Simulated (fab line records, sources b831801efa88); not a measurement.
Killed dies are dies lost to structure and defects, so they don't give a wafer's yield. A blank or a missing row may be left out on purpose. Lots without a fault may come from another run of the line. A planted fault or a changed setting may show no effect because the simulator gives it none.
A struck lot beside a sound one | flow sky130 | 14 steps out of a route of 708
Sound: wafers L674.2, L674.3, L674.6. Struck: wafers L689.2, L689.3, L689.5. The cause comes at the end.
At each step with rows: each side's tool, then ch and its chambers, then its first start. Under that, the readings that differ: sound wafers | struck wafers | difference of the means | sigmas: that difference in standard deviations of wafers without a fault.
alike: readings whose means differ by less than 2 such deviations, and words and numbers that are the same on both sides. not compared: withheld readings, readings that some wafer has no value for, bounds like >300 that may hide the same value, and numbers for which the record gives no deviation and whose values overlap.
The two part at a step that has a row with sigmas, a row that says differs or no value, or rows on one side only. Numbers that don't overlap but have no deviation are shown without sigmas and don't part them. A reading that every wafer of one side lacks parts them only if that side has two wafers or more.

first, 5 steps without rows for these wafers: SKY_SONOS_ONO_COAT_08 (resist thk 1140 nm); SKY_SONOS_ONO_SOFTBAKE_09 (time 60 s); SKY_SONOS_ONO_EXPOSE_10 (exposes mask ONOM, target cd 410 nm); SKY_SONOS_ONO_PEB_11; SKY_SONOS_ONO_DEVELOP_12 (develop time 60 s).
SKY_SONOS_ONO_CD_MEAS_13: target cd 410 nm.
  sound on cd_sem-02, day 13 05:16; struck on cd_sem-01, day 17 21:34
  alike: cd_nm
SKY_SONOS_ONO_OVL_MEAS_14:
  sound on overlay-01, day 13 05:23; struck on overlay-01, day 17 21:41
  alike: SONOS_ONO_OVL
SKY_SONOS_ONO_ETCH_15: etches the open film in CHF3/O2, target depth 19.52 nm, time 7.8 s.
  sound on rie_diel-02 ch 0,2, day 13 05:25; struck on rie_diel-04 ch 0,1,3, day 17 21:43
  alike: bias_w, chamber_pressure_mTorr, drypump_motor_current_A, oes_product_au, throttle_valve_pct
  not compared: rf_hours_counter_h
then, 1 step without rows for these wafers: SKY_SONOS_ONO_WET_ETCH_16 (etches SiO2 in dHF, target depth 14 nm, time 280 s).
SKY_SONOS_ONO_STRIP_17: strips in O2/N2.
  sound on plasma_asher-02 ch 0,1, day 13 05:31; struck on plasma_asher-03 ch 0, day 17 21:49
  alike: chamber_pressure_mTorr, drypump_motor_current_A, oes_product_au, strip_time_to_endpoint_s
  not compared: rf_hours_counter_h
then, 2 steps without rows for these wafers: SKY_SONOS_ONO_WET_ETCH_18 (etches Si3N4 in H3PO4, target depth 15 nm, time 172 s); SKY_GATE_OXIDE_CLEAN_00 (cleans in SC1/SC2, time 150 s).
SKY_GATE_OXIDE_OXIDATION_01: stabilise 600 s, purge 300 s, target thk 10.268 nm.
  sound on furnace-01 ch 0, day 13 06:17; struck on furnace-02, day 17 22:38
  no value came back on the struck wafers for ox_temp_c (C), ox_temp_c_max, spike_tc_centre_C (C), zone_power_centre_pct (%); on the sound wafers ox_temp_c (C) reads 899.7 900.3 900.4
then, 1 step without rows for these wafers: SKY_GATE_OXIDE_DEHYDRATE_03 (time 60 s).

WHERE THEY PART
Only at SKY_GATE_OXIDE_OXIDATION_01, within this record.

WHY: what the simulator had put in
Skipped step whole: furnace-02, from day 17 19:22 on, at SKY_GATE_OXIDE_OXIDATION_01. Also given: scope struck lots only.
